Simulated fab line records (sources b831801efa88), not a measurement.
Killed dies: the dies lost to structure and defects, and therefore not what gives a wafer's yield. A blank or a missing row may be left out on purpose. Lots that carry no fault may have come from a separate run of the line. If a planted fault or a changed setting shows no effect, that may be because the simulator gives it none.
fab line records	flow sky130
record lots=24	wafers=72	last_day=50
route steps=708 shown SPACER@306 METAL1@451 CAPM@551 VIA3@594 PAD_OPEN@707
lots that met no fault: taken from a fault-free run of the same line
start_h: the number of hours between the record's first day and the start of the first shown wafer of the lot	wait_h: hours elapsed since this lot's preceding step	" repeats the value in the row above	L1.1+2: a single row standing in for several wafers	- no value present, or no start provided	* or withheld: withheld	< > ~ a bound
route shown NAME@n: a module of which the file shows steps, and the number in the route of the first	usual: the fault-free wafers' mean and standard deviation	same: alike in all rows	chamber/n: place in a boat	sites: the reading at each site	_std_site: how widely they spread, as a standard deviation	_edge_site: inner sites' mean taken away from outer sites' mean	radius_mm: how far each site lies from the wafer's centre	mask NAME#n: copy n	behind: the most recent tool/chamber to have shaped the wafer	hold: reason for holding the lot/hours on hold/outcome of the hold	device: whichever transistor did not switch (one of n, p or np)	end of line: the tests these same wafers got at the end of their route	for a step that has no rows: nothing shown but its recipe	killed: count of dies lost to structure and defects at first sort (not the wafer's yield)	map: dies across one wafer; x = killed, . = not, _ = none there
set.NAME: the setting as run; set.NAME@STEP: as run at that earlier step	model.NAME: the simulator's own value behind a step, which no gauge read
one table for each step of the route and one row for each wafer, over a sample of lots
services: the hour from which a tool's chamber was out of use, counted from the record's first day as start_h (under 0 if before that day), plus the number of hours and why
## steps
# step SKY_SPACER_ETCHBACK_02
# recipe chemistry=CH3F/O2	target=Si3N4	stop_on=SiO2	source_w=400	bias_w=80	pressure_mtorr=25	ch3f_flow_sccm=40	O2_flow_sccm=30	time_s=46.7	target_depth_a=450
# usual drypump_motor_current_A=5.8/0.4	oes_product_au=0.856/0.0063	throttle_valve_pct=10.563/0.0083
lot.wafer	tool	chamber	start_h	wait_h	drypump_motor_current_A	oes_product_au	rf_hours_counter_h	throttle_valve_pct
L074.1	rie_diel-02	3	524.42	0.1	5.1	0.855	57	10.567
L074.5	"	0	"	"	5.9	0.858	-	10.549
L074.6	"	2	"	"	6.4	0.856	-	10.569
L075.2	rie_diel-01	1	524.42	0.0	6.4	0.850	8	10.550
L075.3	"	3	"	"	6.0	0.856	2	10.560
L075.6	"	2	"	"	5.8	0.846	-	10.558
L076.1	rie_diel-01	2	569.16	0.1	5.8	0.848	58	10.573
L076.4	"	0	"	"	5.3	0.865	3	10.549
L076.5	"	1	"	"	6.4	0.847	-	10.545
L077.1	rie_diel-03	1	570.37	0.1	5.5	0.862	10	10.556
L077.2	"	0	"	"	5.9	0.862	1	10.573
L077.4	"	2	"	"	5.6	0.858	12	10.570
L078.1	rie_diel-02	2	656.41	0.1	6.4	0.851	35	10.556
L078.2	"	1	"	"	5.6	0.853	2	10.565
L078.4	"	0	"	"	5.9	0.856	12	10.557
L079.1	rie_diel-01	0	657.62	0.1	5.3	0.859	5	10.559
L079.2	"	2	"	"	5.8	0.861	60	10.583
L079.6	"	3	"	"	6.0	0.863	-	10.568
L080.2	rie_diel-03	0	659.87	0.0	5.9	0.857	3	10.548
L080.3	"	2	"	"	5.6	0.847	13	10.579
L080.4	"	0	"	"	5.9	0.848	-	10.568
L083.1	rie_diel-01	1	659.87	0.1	6.4	0.853	10	10.555
L083.4	"	2	"	"	5.8	0.853	60	10.571
L083.5	"	2	"	"	5.8	0.861	-	10.562
L085.3	rie_diel-02	2	659.87	0.0	6.4	0.862	35	10.570
L085.4	"	3	"	"	5.1	0.861	60	10.561
L085.6	"	3	"	"	5.2	0.868	-	10.552
L081.1	rie_diel-02	2	659.93	0.1	6.4	0.867	35	10.560
L081.3	"	3	"	"	5.1	0.861	60	10.577
L081.4	"	1	"	"	5.6	0.856	2	10.555
L082.1	rie_diel-03	2	661.08	0.1	5.6	0.853	13	10.565
L082.4	"	2	"	"	5.7	0.862	-	10.572
L082.5	"	3	"	"	5.4	0.860	-	10.549
L084.2	rie_diel-01	0	661.08	0.0	5.3	0.853	5	10.565
L084.3	"	1	"	"	6.4	0.859	10	10.564
L084.4	"	2	"	"	5.8	0.860	60	10.568
L086.1	rie_diel-02	3	663.64	0.1	5.1	0.862	60	10.562
L086.3	"	2	"	"	6.4	0.858	35	10.549
L086.4	"	0	"	"	5.9	0.857	12	10.559
L088.3	rie_diel-01	0	668.12	0.0	5.3	0.856	5	10.562
L088.4	"	2	"	"	5.8	0.853	61	10.556
L088.6	"	1	"	"	6.4	0.845	-	10.549
L087.1	rie_diel-03	2	669.93	0.1	5.6	0.870	13	10.573
L087.3	"	1	"	"	5.5	0.853	11	10.560
L087.4	"	3	"	"	5.4	0.856	-	10.566
L089.1	rie_diel-01	1	669.93	0.1	6.4	0.864	11	10.554
L089.2	"	3	"	"	6.0	0.863	6	10.569
L089.5	"	1	"	"	6.4	0.858	-	10.567
L090.1	rie_diel-02	0	669.95	0.1	5.9	0.853	12	10.549
L090.4	"	1	"	"	5.6	0.854	-	10.567
L090.5	"	2	"	"	6.3	0.855	-	10.567
L091.1	rie_diel-01	0	671.13	0.1	5.3	0.848	6	10.570
L091.2	"	3	"	"	6.0	0.850	6	10.561
L091.4	"	1	"	"	6.4	0.844	11	10.561
L092.1	rie_diel-01	3	674.56	0.1	6.0	0.849	6	10.562
L092.3	"	2	"	"	5.8	0.852	61	10.547
L092.4	"	1	"	"	6.4	0.838	11	10.565
L093.2	rie_diel-02	0	682.46	0.0	5.9	0.855	13	10.566
L093.5	"	2	"	"	6.4	0.858	-	10.569
L093.6	"	1	"	"	5.6	0.847	-	10.556
L094.1	rie_diel-03	1	685.19	0.1	5.4	0.851	11	10.570
L094.3	"	3	"	"	5.4	0.855	4	10.576
L094.6	"	2	"	"	5.7	0.863	-	10.568
L095.1	rie_diel-03	1	689.32	0.1	5.5	0.842	11	10.577
L095.4	"	2	"	"	5.7	0.862	14	10.564
L095.5	"	3	"	"	5.4	0.852	-	10.573
L096.2	rie_diel-02	1	698.92	0.0	5.6	0.866	3	10.557
L096.4	"	0	"	"	5.9	0.843	13	10.570
L096.5	"	2	"	"	6.4	0.857	-	10.550
L097.3	rie_diel-03	1	712.17	0.0	5.5	0.850	12	10.573
L097.4	"	0	"	"	5.9	0.854	4	10.566
L097.6	"	1	"	"	5.5	0.849	-	10.560
# step SKY_METAL1_DESCUM_17
# recipe chemistry=O2	source_power_w=150	bias_power_w=0	pressure_mtorr=10	temp_c=40	time_s=8
# usual drypump_motor_current_A=5.8/0.42	oes_product_au=0.996/0.0095	temp_c=40.01/0.13
lot.wafer	tool	chamber	start_h	wait_h	drypump_motor_current_A	oes_product_au	rf_hours_counter_h	temp_c
L075.2	rie_metal-03	0	758.75	0.0	6.3	0.976	14	39.93
L075.3	"	1	"	"	5.7	0.983	-	40.12
L075.6	"	1	"	"	5.7	0.979	-	40.22
L074.1	rie_metal-04	0	759.10	0.0	5.8	1.014	2	40.09
L074.5	"	0	"	"	5.8	1.002	-	40.06
L074.6	"	1	"	"	5.2	0.997	-	40.09
L076.1	rie_metal-04	1	801.10	0.0	5.2	1.008	6	40.14
L076.4	"	1	"	"	5.2	1.002	-	40.10
L076.5	"	1	"	"	5.2	1.006	-	40.16
L077.1	rie_metal-03	1	801.45	0.0	5.6	0.991	14	39.92
L077.2	"	1	"	"	5.6	0.998	-	40.32
L077.4	"	1	"	"	5.6	0.981	-	40.11
L078.1	rie_metal-04	0	878.91	0.0	5.8	1.003	6	39.77
L078.2	"	0	"	"	5.8	0.991	-	40.03
L078.4	"	0	"	"	5.8	1.003	-	39.88
L079.1	rie_metal-03	0	880.06	0.0	6.2	1.005	3	40.24
L079.2	"	0	"	"	6.2	0.990	-	40.19
L079.6	"	0	"	"	6.3	0.991	-	40.06
L080.2	rie_metal-01	1	881.01	0.0	5.1	0.973	2	40.07
L080.3	"	1	"	"	5.1	0.990	-	39.87
L080.4	"	0	"	"	6.2	1.006	-	40.09
L083.1	rie_metal-04	0	881.85	0.0	5.8	1.003	7	40.17
L083.4	"	0	"	"	5.8	1.010	-	40.16
L083.5	"	0	"	"	5.9	0.993	-	40.04
L085.3	rie_metal-03	0	882.22	0.0	6.2	0.999	-	40.13
L085.4	"	0	"	"	6.3	1.001	-	40.06
L085.6	"	0	"	"	6.3	0.993	-	40.01
L081.1	rie_metal-04	0	883.55	0.0	5.8	0.993	7	39.92
L081.3	"	0	"	"	5.8	1.004	-	40.12
L081.4	"	0	"	"	5.8	1.004	-	40.00
L084.2	rie_metal-03	0	883.92	0.0	6.3	0.987	-	39.99
L084.3	"	0	"	"	6.3	0.990	-	39.98
L084.4	"	0	"	"	6.3	0.980	-	40.04
L082.1	rie_metal-01	0	884.36	0.0	6.2	0.994	11	39.90
L082.4	"	1	"	"	5.0	0.994	-	39.82
L082.5	"	1	"	"	5.0	0.990	-	40.18
L086.1	rie_metal-04	0	886.86	0.0	5.8	0.999	7	39.83
L086.3	"	0	"	"	5.8	1.005	-	39.80
L086.4	"	0	"	"	5.8	0.996	-	39.99
L088.3	rie_metal-01	1	889.72	0.0	5.1	0.982	-	40.12
L088.4	"	0	"	"	6.2	1.007	-	40.01
L088.6	"	1	"	"	5.0	0.990	-	40.09
L087.1	rie_metal-03	0	890.86	0.0	6.2	0.987	4	40.10
L087.3	"	0	"	"	6.2	0.986	-	40.02
L087.4	"	0	"	"	6.3	0.985	-	40.06
L089.1	rie_metal-01	0	891.56	0.0	6.2	1.002	11	40.04
L089.2	"	1	"	"	5.1	0.979	3	40.00
L089.5	"	0	"	"	6.2	1.006	-	40.03
L090.1	rie_metal-03	0	893.06	0.0	6.3	0.991	4	39.81
L090.4	"	0	"	"	6.3	0.987	-	39.82
L090.5	"	0	"	"	6.3	0.999	-	39.83
L091.1	rie_metal-04	0	893.41	0.0	5.9	1.003	8	39.96
L091.2	"	1	"	"	5.2	0.983	10	40.00
L091.4	"	1	"	"	5.2	0.990	-	40.16
L092.1	rie_metal-01	1	894.76	0.0	5.1	0.971	3	39.90
L092.3	"	1	"	"	5.0	0.993	-	39.82
L092.4	"	0	"	"	6.2	1.012	-	39.90
L093.2	rie_metal-04	0	903.30	0.0	5.8	0.999	8	40.36
L093.5	"	1	"	"	5.2	0.998	-	39.94
L093.6	"	0	"	"	5.8	1.006	-	40.18
L094.1	rie_metal-03	0	905.10	0.0	6.3	0.995	5	39.85
L094.3	"	0	"	"	6.3	0.997	-	39.92
L094.6	"	0	"	"	6.3	1.008	-	39.92
L095.1	rie_metal-04	0	908.46	0.0	5.9	1.002	9	40.01
L095.4	"	1	"	"	5.2	1.002	-	40.02
L095.5	"	0	"	"	5.8	1.001	-	39.91
L096.2	rie_metal-03	1	915.41	0.0	5.6	0.986	1	39.95
L096.4	"	1	"	"	5.6	0.994	-	40.15
L096.5	"	1	"	"	5.6	0.989	-	39.96
L097.3	rie_metal-04	0	933.51	0.0	5.9	1.009	-	40.13
L097.4	"	1	"	"	5.2	0.991	-	39.77
L097.6	"	0	"	"	5.8	1.007	-	40.08
# step SKY_CAPM_STRIP_14
# recipe chemistry=O2/N2	power_w=1400	pressure_mtorr=1500	platen_temp_c=withheld	o2_flow_sccm=3000	n2_flow_sccm=300	overash_fraction=0.5
# usual drypump_motor_current_A=5.8/0.6	oes_product_au=0.711/0.0047	strip_time_to_endpoint_s=12.66/0.06
lot.wafer	tool	chamber	start_h	wait_h	drypump_motor_current_A	oes_product_au	rf_hours_counter_h	strip_time_to_endpoint_s
L075.2	plasma_asher-02	0	869.70	0.1	6.8	0.713	110	12.63
L075.3	"	0	"	"	6.7	0.704	-	12.64
L075.6	"	1	"	"	5.3	0.702	-	12.62
L074.1	plasma_asher-04	0	870.25	0.1	5.2	0.718	14	12.61
L074.5	"	0	"	"	5.2	0.715	-	12.61
L074.6	"	1	"	"	6.5	0.709	-	12.56
L076.1	plasma_asher-02	1	909.07	0.1	5.3	0.710	114	12.61
L076.4	"	1	"	"	5.3	0.705	-	12.66
L076.5	"	1	"	"	5.4	0.711	-	12.60
L077.1	plasma_asher-01	1	910.05	0.1	5.6	0.707	69	12.65
L077.2	"	0	"	"	5.3	0.710	69	12.68
L077.4	"	1	"	"	5.6	0.716	-	12.61
L078.1	plasma_asher-02	1	984.67	0.1	5.3	0.714	121	12.68
L078.2	"	0	"	"	6.8	0.717	121	12.70
L078.4	"	1	"	"	5.3	0.711	-	12.65
L080.2	plasma_asher-02	0	985.80	0.1	6.7	0.713	121	12.75
L080.3	"	0	"	"	6.7	0.711	-	12.65
L080.4	"	1	"	"	5.3	0.712	-	12.67
L079.1	plasma_asher-04	0	986.71	0.1	5.3	0.708	26	12.69
L079.2	"	1	"	"	6.5	0.710	26	12.69
L079.6	"	0	"	"	5.3	0.723	-	12.70
L083.1	plasma_asher-01	0	987.00	0.1	5.3	0.702	76	12.57
L083.4	"	0	"	"	5.3	0.706	-	12.54
L083.5	"	0	"	"	5.3	0.712	-	12.56
L081.1	plasma_asher-04	0	987.92	0.1	5.2	0.712	26	12.67
L081.3	"	0	"	"	5.2	0.710	-	12.72
L081.4	"	1	"	"	6.5	0.706	-	12.71
L085.3	plasma_asher-01	1	987.94	0.1	5.6	0.715	-	12.70
L085.4	"	0	"	"	5.3	0.706	-	12.59
L085.6	"	1	"	"	5.6	0.708	-	12.57
L084.2	plasma_asher-01	0	988.20	0.1	5.3	0.707	76	12.63
L084.3	"	0	"	"	5.3	0.705	-	12.67
L084.4	"	1	"	"	5.6	0.716	-	12.57
L082.1	plasma_asher-04	0	988.82	0.1	5.3	0.708	26	12.69
L082.4	"	1	"	"	6.5	0.710	-	12.71
L082.5	"	1	"	"	6.5	0.714	-	12.67
L086.1	plasma_asher-01	1	990.35	0.1	5.6	0.713	77	12.66
L086.3	"	0	"	"	5.3	0.707	-	12.65
L086.4	"	1	"	"	5.6	0.713	-	12.64
L088.3	plasma_asher-02	1	992.70	0.1	5.4	0.708	-	12.76
L088.4	"	0	"	"	6.7	0.706	-	12.73
L088.6	"	1	"	"	5.4	0.707	-	12.76
L087.1	plasma_asher-01	0	992.97	0.1	5.3	0.710	77	12.68
L087.3	"	0	"	"	5.3	0.699	-	12.68
L087.4	"	1	"	"	5.6	0.705	-	12.70
L089.1	plasma_asher-01	0	994.27	0.1	5.3	0.716	77	12.53
L089.2	"	1	"	"	5.6	0.710	77	12.63
L089.5	"	1	"	"	5.6	0.708	-	12.53
L090.1	plasma_asher-04	0	994.56	0.1	5.3	0.715	27	12.66
L090.4	"	1	"	"	6.5	0.714	-	12.71
L090.5	"	0	"	"	5.3	0.718	-	12.69
L091.1	plasma_asher-01	0	995.17	0.1	5.3	0.706	77	12.75
L091.2	"	1	"	"	5.6	0.715	77	12.67
L091.4	"	0	"	"	5.3	0.711	-	12.69
L092.1	plasma_asher-01	0	996.42	0.1	5.3	0.715	77	12.62
L092.3	"	0	"	"	5.3	0.713	-	12.49
L092.4	"	1	"	"	5.6	0.712	-	12.65
L093.2	plasma_asher-02	1	1003.76	0.1	5.3	0.709	123	12.65
L093.5	"	0	"	"	6.7	0.710	-	12.76
L093.6	"	1	"	"	5.3	0.707	-	12.71
L094.1	plasma_asher-02	0	1006.05	0.1	6.7	0.704	123	12.65
L094.3	"	0	"	"	6.7	0.711	-	12.67
L094.6	"	1	"	"	5.3	0.708	-	12.61
L095.1	plasma_asher-02	1	1008.95	0.1	5.4	0.716	124	12.62
L095.4	"	0	"	"	6.8	0.702	-	12.60
L095.5	"	0	"	"	6.8	0.711	-	12.74
L096.2	plasma_asher-02	0	1015.36	0.1	6.7	0.714	124	12.71
L096.4	"	0	"	"	6.7	0.715	-	12.69
L096.5	"	0	"	"	6.8	0.709	-	12.74
L097.3	plasma_asher-02	0	1032.00	0.1	6.7	0.713	-	12.67
L097.4	"	1	"	"	5.4	0.714	-	12.57
L097.6	"	0	"	"	6.7	0.706	-	12.63
# step SKY_VIA3_CVD_21
# recipe material=W	target_thk_nm=390	time_s=117.31	temp_c=400	pressure_torr=40
# usual heater_power_w=792/60
lot.wafer	tool	chamber	start_h	wait_h	heater_power_w
L075.2	cvd_w-01	0	921.28	0.0	696
L075.3	"	1	"	"	748
L075.6	"	1	"	"	750
L074.1	cvd_w-02	0	923.23	0.0	731
L074.5	"	0	"	"	753
L074.6	"	1	"	"	842
L076.1	cvd_w-01	0	960.46	0.0	675
L076.4	"	0	"	"	683
L076.5	"	1	"	"	757
L077.1	cvd_w-01	1	962.96	0.1	747
L077.2	"	0	"	"	694
L077.4	"	0	"	"	673
L078.1	cvd_w-02	0	1033.77	0.0	747
L078.2	"	1	"	"	853
L078.4	"	1	"	"	846
L080.2	cvd_w-02	0	1035.16	0.0	773
L080.3	"	1	"	"	832
L080.4	"	0	"	"	746
L079.1	cvd_w-02	1	1035.57	0.0	849
L079.2	"	0	"	"	722
L079.6	"	0	"	"	739
L083.1	cvd_w-02	0	1036.08	0.0	764
L083.4	"	0	"	"	743
L083.5	"	0	"	"	739
L081.1	cvd_w-02	1	1037.09	0.0	855
L081.3	"	1	"	"	856
L081.4	"	0	"	"	759
L085.3	cvd_w-02	1	1037.25	0.2	858
L085.4	"	0	"	"	740
L085.6	"	1	"	"	852
L084.2	cvd_w-02	1	1037.41	0.0	863
L084.3	"	1	"	"	876
L084.4	"	0	"	"	739
L082.1	cvd_w-02	1	1037.86	0.0	871
L082.4	"	0	"	"	752
L082.5	"	0	"	"	744
L086.1	cvd_w-02	1	1038.70	0.0	816
L086.3	"	1	"	"	832
L086.4	"	0	"	"	760
L088.3	cvd_w-02	1	1040.65	0.1	842
L088.4	"	0	"	"	747
L088.6	"	0	"	"	746
L087.1	cvd_w-02	1	1042.56	0.0	864
L087.3	"	1	"	"	865
L087.4	"	0	"	"	738
L090.1	cvd_w-02	1	1043.50	0.0	854
L090.4	"	1	"	"	830
L090.5	"	0	"	"	737
L091.1	cvd_w-02	0	1043.85	0.0	755
L091.2	"	1	"	"	854
L091.4	"	1	"	"	878
L089.1	cvd_w-02	1	1044.16	0.0	845
L089.2	"	0	"	"	738
L089.5	"	0	"	"	744
L092.1	cvd_w-02	1	1045.70	0.0	859
L092.3	"	0	"	"	740
L092.4	"	1	"	"	860
L093.2	cvd_w-02	1	1052.07	0.0	875
L093.5	"	1	"	"	877
L093.6	"	0	"	"	721
L094.1	cvd_w-02	1	1053.65	0.0	866
L094.3	"	0	"	"	736
L094.6	"	1	"	"	832
L095.1	cvd_w-02	0	1055.40	0.0	754
L095.4	"	1	"	"	868
L095.5	"	0	"	"	754
L096.2	cvd_w-02	1	1062.44	0.1	867
L096.4	"	1	"	"	831
L096.5	"	1	"	"	867
L097.3	cvd_w-02	1	1077.32	0.1	874
L097.4	"	0	"	"	745
L097.6	"	0	"	"	737
# step SKY_VIA3_RS_MEAS_22
# recipe thk_meas_gauge=four-point-probe	reads=W_of_VIA3_CVD_21+TiN_of_VIA3_SPUTTER_20
# usual VIA3_W_RS=0.293/0.0033
lot.wafer	tool	chamber	start_h	wait_h	VIA3_W_RS[ohm/sq]
L075.2	film_metro-04	-	921.42	0.1	0.295
L075.3	"	-	"	"	0.293
L075.6	"	-	"	"	0.297
L074.1	film_metro-04	-	923.35	0.1	0.293
L074.5	"	-	"	"	0.295
L074.6	"	-	"	"	0.295
L076.1	film_metro-04	-	960.58	0.1	0.290
L076.4	"	-	"	"	0.290
L076.5	"	-	"	"	0.295
L077.1	film_metro-04	-	963.08	0.1	0.291
L077.2	"	-	"	"	0.289
L077.4	"	-	"	"	0.293
L078.1	film_metro-04	-	1033.89	0.1	0.290
L078.2	"	-	"	"	0.297
L078.4	"	-	"	"	0.295
L080.2	film_metro-03	-	1035.31	0.1	0.288
L080.3	"	-	"	"	0.294
L080.4	"	-	"	"	0.291
L079.1	film_metro-02	-	1035.69	0.1	0.295
L079.2	"	-	"	"	0.287
L079.6	"	-	"	"	0.288
L083.1	film_metro-03	-	1036.20	0.1	0.289
L083.4	"	-	"	"	0.290
L083.5	"	-	"	"	0.290
L081.1	film_metro-02	-	1037.26	0.1	0.293
L081.3	"	-	"	"	0.293
L081.4	"	-	"	"	0.292
L085.3	film_metro-04	-	1037.37	0.1	0.296
L085.4	"	-	"	"	0.287
L085.6	"	-	"	"	0.294
L084.2	film_metro-02	-	1037.55	0.1	0.300
L084.3	"	-	"	"	0.297
L084.4	"	-	"	"	0.293
L082.1	film_metro-02	-	1037.98	0.1	0.292
L082.4	"	-	"	"	0.291
L082.5	"	-	"	"	0.287
L086.1	film_metro-02	-	1038.83	0.1	0.294
L086.3	"	-	"	"	0.295
L086.4	"	-	"	"	0.287
L088.3	film_metro-04	-	1040.77	0.1	0.294
L088.4	"	-	"	"	0.289
L088.6	"	-	"	"	0.291
L087.1	film_metro-03	-	1042.68	0.1	0.293
L087.3	"	-	"	"	0.295
L087.4	"	-	"	"	0.287
L090.1	film_metro-02	-	1043.63	0.1	0.299
L090.4	"	-	"	"	0.295
L090.5	"	-	"	"	0.292
L091.1	film_metro-03	-	1043.97	0.1	0.290
L091.2	"	-	"	"	0.296
L091.4	"	-	"	"	0.295
L089.1	film_metro-02	-	1044.28	0.1	0.299
L089.2	"	-	"	"	0.291
L089.5	"	-	"	"	0.293
L092.1	film_metro-04	-	1045.82	0.1	0.296
L092.3	"	-	"	"	0.291
L092.4	"	-	"	"	0.295
L093.2	film_metro-02	-	1052.21	0.1	0.293
L093.5	"	-	"	"	0.293
L093.6	"	-	"	"	0.289
L094.1	film_metro-04	-	1053.78	0.1	0.296
L094.3	"	-	"	"	0.289
L094.6	"	-	"	"	0.296
L095.1	film_metro-02	-	1055.53	0.1	0.295
L095.4	"	-	"	"	0.300
L095.5	"	-	"	"	0.291
L096.2	film_metro-02	-	1062.67	0.2	0.296
L096.4	"	-	"	"	0.295
L096.5	"	-	"	"	0.296
L097.3	film_metro-02	-	1077.44	0.1	0.297
L097.4	"	-	"	"	0.291
L097.6	"	-	"	"	0.288
# step SKY_PAD_OPEN_BOW_MEAS_13
# recipe mode=bow
# usual PAD_OPEN_BOW=48/9.3
lot.wafer	tool	chamber	start_h	wait_h	PAD_OPEN_BOW[um]
L075.2	film_metro-02	-	1064.10	-	32
L075.3	"	-	"	"	40
L075.6	"	-	"	"	29
L074.1	film_metro-01	-	1067.64	-	49
L074.5	"	-	"	"	49
L074.6	"	-	"	"	63
L076.1	film_metro-02	-	1098.79	-	55
L076.4	"	-	"	"	57
L076.5	"	-	"	"	52
L077.1	film_metro-04	-	1102.14	-	32
L077.2	"	-	"	"	43
L077.4	"	-	"	"	29
L078.1	film_metro-04	-	1165.08	-	52
L078.2	"	-	"	"	44
L078.4	"	-	"	"	61
L080.2	film_metro-02	-	1165.77	-	51
L080.3	"	-	"	"	45
L080.4	"	-	"	"	38
L079.1	film_metro-04	-	1166.58	-	34
L079.2	"	-	"	"	55
L079.6	"	-	"	"	50
L083.1	film_metro-02	-	1167.25	-	55
L083.4	"	-	"	"	46
L083.5	"	-	"	"	46
L081.1	film_metro-04	-	1168.08	-	49
L081.3	"	-	"	"	69
L081.4	"	-	"	"	69
L084.2	film_metro-02	-	1168.10	-	51
L084.3	"	-	"	"	53
L084.4	"	-	"	"	45
L085.3	film_metro-04	-	1168.79	-	60
L085.4	"	-	"	"	63
L085.6	"	-	"	"	61
L082.1	film_metro-02	-	1169.58	-	48
L082.4	"	-	"	"	57
L082.5	"	-	"	"	47
L086.1	film_metro-01	-	1170.25	-	39
L086.3	"	-	"	"	14
L086.4	"	-	"	"	43
L088.3	film_metro-04	-	1171.12	-	41
L088.4	"	-	"	"	39
L088.6	"	-	"	"	40
L090.1	film_metro-04	-	1172.45	-	48
L090.4	"	-	"	"	50
L090.5	"	-	"	"	43
L087.1	film_metro-01	-	1172.83	-	44
L087.3	"	-	"	"	42
L087.4	"	-	"	"	46
L091.1	film_metro-04	-	1175.45	-	42
L091.2	"	-	"	"	34
L091.4	"	-	"	"	48
L089.1	film_metro-01	-	1175.79	-	57
L089.2	"	-	"	"	56
L089.5	"	-	"	"	49
L092.1	film_metro-04	-	1176.95	-	49
L092.3	"	-	"	"	51
L092.4	"	-	"	"	46
L093.2	film_metro-02	-	1180.33	-	51
L093.5	"	-	"	"	51
L093.6	"	-	"	"	42
L094.1	film_metro-01	-	1181.70	-	45
L094.3	"	-	"	"	45
L094.6	"	-	"	"	55
L095.1	film_metro-04	-	1183.11	-	47
L095.4	"	-	"	"	50
L095.5	"	-	"	"	52
L096.2	film_metro-02	-	1188.91	-	49
L096.4	"	-	"	"	39
L096.5	"	-	"	"	43
L097.3	film_metro-04	-	1199.18	-	48
L097.4	"	-	"	"	41
L097.6	"	-	"	"	55
## services
tool	chamber	start_h	hours	kind
cvd_w-02	0	532.30	10.2	repair
rie_diel-01	-	532.60	0.5	repair
rie_metal-03	-	539.34	15.6	pm
rie_metal-03	0	555.17	2.1	repair
rie_metal-04	1	582.54	3.3	repair
rie_metal-04	0	584.34	3.8	repair
rie_diel-01	1	591.45	2.0	repair
rie_metal-03	-	600.63	14.6	pm
cvd_w-02	1	610.63	6.0	repair
plasma_asher-02	-	620.33	0.7	repair
plasma_asher-02	-	631.58	2.8	repair
rie_metal-03	-	639.19	2.4	repair
cvd_w-02	-	640.71	1.4	repair
plasma_asher-01	-	657.00	40.0	repair
cvd_w-02	-	672.98	6.9	pm
plasma_asher-02	-	674.39	2.8	pm
rie_metal-04	1	870.82	19.7	repair
plasma_asher-02	-	880.89	1.8	repair
cvd_w-02	-	904.00	14.0	pm
cvd_w-02	-	918.00	4.3	pm
plasma_asher-02	-	924.88	1.4	repair
cvd_w-02	-	1005.66	2.8	pm
plasma_asher-02	-	1055.25	9.0	pm
cvd_w-02	0	1059.97	10.6	repair
## key
fault none
